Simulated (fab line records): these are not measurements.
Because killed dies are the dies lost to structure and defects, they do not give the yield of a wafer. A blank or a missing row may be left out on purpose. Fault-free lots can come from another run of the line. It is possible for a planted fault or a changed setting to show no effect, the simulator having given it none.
Matching of chambers	flow gf180mcu	GF_V2_CVD_02 on pecvd-04 has 3 sister chambers
The step deposits SiO2 from TEOS, target thk 850 nm, time 94.851 s. 3 wafers are shown with their chamber, then 7 later ones without.

## WAFERS, EACH WITH ITS CHAMBER
wafer	chamber	heater_power_w (W)
L517.6	0	593
L526.1	2	736
L526.2	1	628

## WAFERS WITHOUT THEIR CHAMBER
wafer	heater_power_w (W)
L526.5	622
L527.2	657
L527.3	744
L527.5	513
L528.4	567
L528.5	625
L528.6	715

## EACH ONE'S CHAMBER
wafer	from the rows above	in truth
L526.5	can't be placed: 1 or 0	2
L527.2	can't be placed: 1 or 0 or 2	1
L527.3	2	2
L527.5	can't be placed: 0 or 1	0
L528.4	can't be placed: 0 or 1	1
L528.5	can't be placed: 1 or 0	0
L528.6	can't be placed: 2 or 1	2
Correct placement for 1 of the 7. Cannot be placed on the basis of these rows: 6; the candidates contain the true chamber in 5. Number placed wrongly: 0.
How it was worked out, from the rows above alone: a wafer's distance from a chamber is the root of the sum, over the readings, of the square of ((its reading less the chamber's mean) divided by the reading's scatter). The wafer belongs to the nearest chamber; if the next one is less than 2 further off, it can't be placed. For every chamber, the mean is computed from those of its wafers that are shown. The scatter: with one shown wafer a chamber, the root of the mean of the squares of how far each hidden wafer lies from its nearest shown one.
